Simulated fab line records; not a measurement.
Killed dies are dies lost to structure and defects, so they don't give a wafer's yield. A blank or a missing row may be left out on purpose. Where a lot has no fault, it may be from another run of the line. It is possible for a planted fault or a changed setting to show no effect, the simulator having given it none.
Matching of chambers :: flow sfq_line :: SFQ_TRILAYER_I1_CMP_CMP_046 on cmp-01 has 4 sister chambers
The step polishes SiO2. 20 wafers are shown with their chamber, then 10 later ones without.

## WAFERS, EACH WITH ITS CHAMBER
wafer: L615.1
chamber: 3
motor_current_A (A): 10.7
time_to_endpoint_s (s): 219

wafer: L615.4
chamber: 0
motor_current_A (A): 11.1
time_to_endpoint_s (s): 224

wafer: L615.5
chamber: 2
motor_current_A (A): 9.8
time_to_endpoint_s (s): 225

wafer: L616.1
chamber: 1
motor_current_A (A): 10.6
time_to_endpoint_s (s): 210

wafer: L616.4
chamber: 2
motor_current_A (A): 9.6
time_to_endpoint_s (s): 213

wafer: L616.6
chamber: 2
motor_current_A (A): 9.6
time_to_endpoint_s (s): 217

wafer: L618.1
chamber: 1
motor_current_A (A): 10.2
time_to_endpoint_s (s): 211

wafer: L618.3
chamber: 0
motor_current_A (A): 10.3
time_to_endpoint_s (s): 213

wafer: L618.5
chamber: 3
motor_current_A (A): 10.3
time_to_endpoint_s (s): 221

wafer: L620.4
chamber: 2
motor_current_A (A): 9.9
time_to_endpoint_s (s): 206

wafer: L620.5
chamber: 1
motor_current_A (A): 10.5
time_to_endpoint_s (s): 216

wafer: L620.6
chamber: 0
motor_current_A (A): 11.1
time_to_endpoint_s (s): 214

wafer: L623.2
chamber: 3
motor_current_A (A): 10.6
time_to_endpoint_s (s): 226

wafer: L623.5
chamber: 2
motor_current_A (A): 9.4
time_to_endpoint_s (s): 212

wafer: L623.6
chamber: 1
motor_current_A (A): 10.9
time_to_endpoint_s (s): 219

wafer: L631.1
chamber: 2
motor_current_A (A): 9.8
time_to_endpoint_s (s): 213

wafer: L631.2
chamber: 3
motor_current_A (A): 9.9
time_to_endpoint_s (s): 224

wafer: L631.6
chamber: 0
motor_current_A (A): 10.6
time_to_endpoint_s (s): 214

wafer: L632.4
chamber: 0
motor_current_A (A): 10.7
time_to_endpoint_s (s): 219

wafer: L632.1
chamber: 3
motor_current_A (A): 10.4
time_to_endpoint_s (s): 220

SIGNATURES (averages over the wafers above)
reading: motor_current_A
chamber 0: 10.760
chamber 1: 10.550
chamber 2: 9.683
chamber 3: 10.380
scatter within a chamber: 0.283

reading: time_to_endpoint_s
chamber 0: 216.80
chamber 1: 214.00
chamber 2: 214.33
chamber 3: 222.00
scatter within a chamber: 4.84
Rule: a wafer lies at a distance from a chamber equal to the root of the sum of squares, over the readings, of (its reading less the chamber's mean, divided by the reading's scatter). The wafer belongs to the nearest chamber; if the next one is less than 2 further off, it can't be placed. The scatter is the square root of a quotient: the sum, over the shown wafers, of each reading's squared deviation from its chamber's mean, divided by wafers minus chambers.

## WAFERS WITHOUT THEIR CHAMBER
wafer: L632.5
motor_current_A (A): 10.9
time_to_endpoint_s (s): 214

wafer: L633.4
motor_current_A (A): 11.1
time_to_endpoint_s (s): 215

wafer: L633.2
motor_current_A (A): 10.1
time_to_endpoint_s (s): 211

wafer: L633.6
motor_current_A (A): 10.7
time_to_endpoint_s (s): 224

wafer: L636.2
motor_current_A (A): 10.1
time_to_endpoint_s (s): 201

wafer: L636.4
motor_current_A (A): 10.3
time_to_endpoint_s (s): 210

wafer: L636.3
motor_current_A (A): 10.4
time_to_endpoint_s (s): 204

wafer: L637.1
motor_current_A (A): 10.1
time_to_endpoint_s (s): 210

wafer: L637.2
motor_current_A (A): 10.6
time_to_endpoint_s (s): 199

wafer: L637.3
motor_current_A (A): 9.9
time_to_endpoint_s (s): 206

## CHAMBER TAKEN BY EACH
wafer: L632.5
from the rows above: can't be placed: 0 or 1 or 3
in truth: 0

wafer: L633.4
from the rows above: can't be placed: 0 or 1 or 3
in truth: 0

wafer: L633.2
from the rows above: can't be placed: 2 or 1 or 3 or 0
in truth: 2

wafer: L633.6
from the rows above: can't be placed: 3 or 0 or 1
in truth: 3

wafer: L636.2
from the rows above: can't be placed: 1 or 2 or 0 or 3
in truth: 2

wafer: L636.4
from the rows above: can't be placed: 1 or 0 or 2 or 3
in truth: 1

wafer: L636.3
from the rows above: can't be placed: 1 or 0 or 2 or 3
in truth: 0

wafer: L637.1
from the rows above: can't be placed: 2 or 1 or 3 or 0
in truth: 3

wafer: L637.2
from the rows above: can't be placed: 1 or 0 or 2 or 3
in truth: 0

wafer: L637.3
from the rows above: can't be placed: 2 or 1 or 3 or 0
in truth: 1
Placed correctly: 0 of 10. Cannot be placed on the basis of these rows: 10; the candidates contain the true chamber in 10. 0 placed wrongly.
